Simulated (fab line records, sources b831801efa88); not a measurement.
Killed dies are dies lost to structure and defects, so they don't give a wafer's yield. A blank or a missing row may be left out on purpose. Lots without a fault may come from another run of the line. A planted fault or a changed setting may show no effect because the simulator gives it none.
Which tool did it? | flow gf180mcu | 14 lots, 42 wafers sampled, at 5 steps of a route of 602

WHAT THE GAUGES READ, wafer by wafer
GF_STI_THK_MEAS_24.
lot  | measured    | on            | STI_CVD_23_THK (nm)
L395 | day 2 04:27 | film_metro-03 | 656 655 660
L399 | day 3 01:19 | film_metro-03 | 647 653 648
L401 | day 3 09:55 | film_metro-02 | 643 649 656
L402 | day 3 16:37 | film_metro-02 | 643 645 645
L404 | day 4 01:44 | film_metro-01 | 651 656 658
L406 | day 4 12:11 | film_metro-01 | 653 653 655
L407 | day 4 17:35 | film_metro-02 | 654 652 651
L408 | day 5 00:49 | film_metro-01 | 657 657 662
L411 | day 5 13:57 | film_metro-01 | 633 648 644
L412 | day 5 18:38 | film_metro-02 | 650 643 645
L413 | day 6 01:27 | film_metro-03 | 644 653 653
L414 | day 6 06:16 | film_metro-01 | 641 646 638
L417 | day 6 21:31 | film_metro-03 | 638 651 641
L418 | day 7 03:58 | film_metro-01 | 648 647 653

GF_STI_THK_MEAS_30.
lot  | measured    | on            | STI_OXIDATION_02_THK (nm)
L395 | day 2 06:51 | film_metro-01 | 9.94 9.93 9.92
L399 | day 3 03:40 | film_metro-02 | 9.82 9.95 9.64
L401 | day 3 13:31 | film_metro-03 | 9.78 10.08 9.97
L402 | day 3 19:30 | film_metro-01 | 9.69 9.80 9.74
L404 | day 4 05:47 | film_metro-02 | 9.61 10.06 9.98
L406 | day 4 15:47 | film_metro-03 | 9.78 10.09 9.88
L407 | day 4 20:39 | film_metro-01 | 10.10 9.84 10.08
L408 | day 5 03:13 | film_metro-03 | 9.83 10.00 9.60
L411 | day 5 16:23 | film_metro-01 | 10.18 10.00 10.23
L412 | day 5 21:55 | film_metro-01 | 10.33 10.20 10.27
L413 | day 6 03:57 | film_metro-03 | 10.13 10.16 10.10
L414 | day 6 08:46 | film_metro-01 | 9.81 9.80 9.69
L417 | day 6 23:52 | film_metro-02 | 10.11 9.94 10.23
L418 | day 7 06:50 | film_metro-02 | 10.21 10.20 10.41

GF_DNWELL_TW_MEAS_09.
lot  | measured    | on            | DNWELL_TW
L395 | day 2 19:19 | film_metro-02 | 1346 1354 1345
L399 | day 3 16:43 | film_metro-01 | 1341 1344 1342
L401 | day 4 02:56 | film_metro-02 | 1343 1326 1343
L402 | day 4 08:41 | film_metro-01 | 1343 1350 1354
L404 | day 4 19:25 | film_metro-02 | 1334 1335 1335
L406 | day 5 06:23 | film_metro-04 | 31 31 31
L407 | day 5 11:06 | film_metro-01 | 31 31 31
L408 | day 5 17:33 | film_metro-04 | 1367 1359 1363
L411 | day 6 07:16 | film_metro-01 | 1347 1350 1348
L412 | day 6 13:01 | film_metro-02 | 1341 1336 1340
L413 | day 6 18:52 | film_metro-04 | 1360 1371 1362
L414 | day 7 00:04 | film_metro-04 | 1370 1377 1373
L417 | day 7 15:43 | film_metro-02 | 1346 1350 1347
L418 | day 7 22:50 | film_metro-01 | 1329 1338 1335

GF_MVPSD_OVL_MEAS_07.
lot  | measured     | on         | MVPSD_OVL (nm)
L395 | day 5 00:58  | overlay-02 | 1.1 2.8 0.2
L399 | day 6 01:44  | overlay-02 | 0.2 0.6 0.1
L401 | day 6 12:22  | overlay-01 | 0.5 0.8 -0.7
L402 | day 6 18:36  | overlay-02 | 0.1 1.0 0.6
L404 | day 7 07:52  | overlay-02 | 0.7 3.0 1.9
L406 | day 7 19:11  | overlay-01 | 1.4 2.7 2.3
L407 | day 8 01:06  | overlay-02 | -1.0 -1.0 0.6
L408 | day 8 08:55  | overlay-01 | 0.9 0.5 1.5
L411 | day 9 00:28  | overlay-02 | 0.6 0.9 -0.1
L412 | day 9 05:31  | overlay-02 | 0.8 0.0 1.5
L413 | day 9 12:58  | overlay-02 | -0.9 -2.7 -0.7
L414 | day 9 18:59  | overlay-02 | 1.7 1.4 0.3
L417 | day 10 12:13 | overlay-01 | -1.5 -1.3 0.7
L418 | day 10 19:42 | overlay-01 | -2.5 0.5 -0.9

WHICH TOOL RAN EACH LOT (tool, then ch and the chambers of the sampled wafers, then the start)
lot  | GF_DNWELL_EXPOSE_04
L395 | iline_stepper-02 ch 0, day 2 12:52
L399 | iline_stepper-01 ch 0, day 3 10:25
L401 | iline_stepper-02 ch 0, day 3 20:31
L402 | iline_stepper-01 ch 0, day 4 02:09
L404 | iline_stepper-02 ch 0, day 4 12:36
L406 | iline_stepper-01, day 4 22:29
L407 | iline_stepper-01, day 5 04:04
L408 | iline_stepper-01 ch 0, day 5 10:11
L411 | iline_stepper-02 ch 0, day 5 23:43
L412 | iline_stepper-01 ch 0, day 6 05:28
L413 | iline_stepper-01 ch 0, day 6 11:25
L414 | iline_stepper-02 ch 0, day 6 16:34
L417 | iline_stepper-01 ch 0, day 7 08:07
L418 | iline_stepper-01 ch 0, day 7 14:50
- GF_DNWELL_EXPOSE_04: exposes mask DNWELL, target cd 1700 nm.

WHAT THE TOOLS THEMSELVES READ (means of the sampled wafers that have a number; where no wafer has one, the mark that the record gives instead)
GF_DNWELL_EXPOSE_04.
lot  | tool             | exposure_dose_mJ_cm2 | focus_offset_nm (nm) | reticle_temp_C (C)
L395 | iline_stepper-02 | 260.19               | -0.1                 | 23.07
L399 | iline_stepper-01 | 259.82               | -0.7                 | 22.98
L401 | iline_stepper-02 | 260.09               | -0.0                 | 22.98
L402 | iline_stepper-01 | 260.04               | -0.1                 | 23.02
L404 | iline_stepper-02 | 260.22               | 0.1                  | 22.97
L406 | iline_stepper-01 | -                    | -                    | -
L407 | iline_stepper-01 | -                    | -                    | -
L408 | iline_stepper-01 | 259.94               | -0.0                 | 23.02
L411 | iline_stepper-02 | 260.26               | -0.4                 | 22.97
L412 | iline_stepper-01 | 260.12               | 0.3                  | 22.89
L413 | iline_stepper-01 | 260.29               | 0.2                  | 23.05
L414 | iline_stepper-02 | 259.68               | 0.1                  | 23.05
L417 | iline_stepper-01 | 259.89               | -0.1                 | 22.90
L418 | iline_stepper-01 | 259.84               | -0.5                 | 23.04

THE ANSWER, worked out from the rows above alone
Rule: what is usual is taken from the lots themselves. Put in order of their means at a reading, lots are off if they are a third of the lots or fewer, leave a main group of 4 or more, and stand apart from it by a gap of 3 or more times the standard deviation of the main group's means; of several such gaps the widest counts. A main group whose means are all the same, to the digits that the tables above print for the reading, isn't used. A lot without any number at a reading at which 4 lots or more have one is off too. The other lots that the step has rows for count as sound. The gauges are gone through in route order, then the tools' own readings, and for those a lot's mean is taken as printed above. The first step at which some lot is off is used, and at that step the reading that is off furthest; a lot without a number counts as furthest.
Off: L406, L407, at GF_DNWELL_TW_MEAS_09 (DNWELL_TW). The main group: mean 1348, standard deviation 12.
A tool fits if, at a process step before that reading, it ran every lot that is off, and no sound lot after the first of them. The gauges at GF_DNWELL_TW_MEAS_09 aren't tried: what is off there is off at GF_DNWELL_EXPOSE_04 too, on other tools, and a gauge's error can't cause that. None of those tried fits.

WHAT THE SIMULATOR HAD PUT IN
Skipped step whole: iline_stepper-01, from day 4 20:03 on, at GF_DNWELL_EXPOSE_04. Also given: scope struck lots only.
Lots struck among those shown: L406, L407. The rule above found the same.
